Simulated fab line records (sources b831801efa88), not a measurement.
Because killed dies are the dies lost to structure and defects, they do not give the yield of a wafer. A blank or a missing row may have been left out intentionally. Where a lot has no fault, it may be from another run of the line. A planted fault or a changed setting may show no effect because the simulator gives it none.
Which tool did it? || flow sfqLine || 39 wafers sampled from 13 lots at 1 step of a route of 325

## WHAT THE GAUGES READ, wafer by wafer
SFQ_L0_THK_MEAS_902: measures by xrf.
{"lot": "L124", "measured": "day 1 12:41", "on": "filmMetro-02", "L0_MONX_KI_THK (nm)": "39.8 40.0 40.2"}
{"lot": "L125", "measured": "day 1 17:41", "on": "filmMetro-04", "L0_MONX_KI_THK (nm)": "39.4 38.9 39.8"}
{"lot": "L126", "measured": "day 1 22:42", "on": "filmMetro-03", "L0_MONX_KI_THK (nm)": "39.5 38.9 38.6"}
{"lot": "L127", "measured": "day 2 03:41", "on": "filmMetro-02", "L0_MONX_KI_THK (nm)": "39.8 39.8 40.4"}
{"lot": "L129", "measured": "day 2 13:41", "on": "filmMetro-02", "L0_MONX_KI_THK (nm)": "40.0 40.2 40.4"}
{"lot": "L131", "measured": "day 2 23:41", "on": "filmMetro-03", "L0_MONX_KI_THK (nm)": "39.8 39.7 40.1"}
{"lot": "L133", "measured": "day 3 09:41", "on": "filmMetro-03", "L0_MONX_KI_THK (nm)": "39.3 39.5 39.7"}
{"lot": "L134", "measured": "day 3 14:43", "on": "filmMetro-04", "L0_MONX_KI_THK (nm)": "38.7 40.0 39.1"}
{"lot": "L142", "measured": "day 5 06:41", "on": "filmMetro-04", "L0_MONX_KI_THK (nm)": "39.9 40.3 40.1"}
{"lot": "L143", "measured": "day 5 11:41", "on": "filmMetro-02", "L0_MONX_KI_THK (nm)": "39.6 38.8 39.4"}
{"lot": "L145", "measured": "day 5 21:41", "on": "filmMetro-04", "L0_MONX_KI_THK (nm)": "39.4 39.7 39.4"}
{"lot": "L146", "measured": "day 6 02:41", "on": "filmMetro-02", "L0_MONX_KI_THK (nm)": "39.8 40.2 40.1"}
{"lot": "L147", "measured": "day 6 07:51", "on": "filmMetro-04", "L0_MONX_KI_THK (nm)": "39.8 39.6 39.1"}

## WHAT TOOL EACH LOT RAN ON (gives the tool, then ch and the chambers of the sampled wafers, and finally the start)
The record shows no process step preceding these readings.

## AS READ BY THE TOOLS THEMSELVES (means over the sampled wafers that have a number; for cases with no such wafer, the mark the record gives instead)
The record holds no such reading with a usual standard deviation.

## THE ANSWER, worked out from the rows above alone
Rule: the usual values come from the lots themselves. The widest of any qualifying gaps counts: lots, ordered by their means at a reading, are off when they make up no more than a third of the lots, leave a main group of 4 or more, and stand apart from it by 3 or more times the standard deviation of that group's means. A main group is skipped when, at the precision printed for the reading in the tables above, its means are all equal. A lot without any number at a reading at which 4 lots or more have one is off too. All remaining lots with rows at the step are treated as sound. After the gauges, taken in route order, come the tools' own readings; for these a lot's mean is taken, as printed above. At the first step where some lot is off, the reading lying furthest off is the one used; lots without a number count as furthest.
Across all readings shown, no lot is off: no conclusion can be drawn from this.

## WHAT HAD BEEN PUT IN BY THE SIMULATOR
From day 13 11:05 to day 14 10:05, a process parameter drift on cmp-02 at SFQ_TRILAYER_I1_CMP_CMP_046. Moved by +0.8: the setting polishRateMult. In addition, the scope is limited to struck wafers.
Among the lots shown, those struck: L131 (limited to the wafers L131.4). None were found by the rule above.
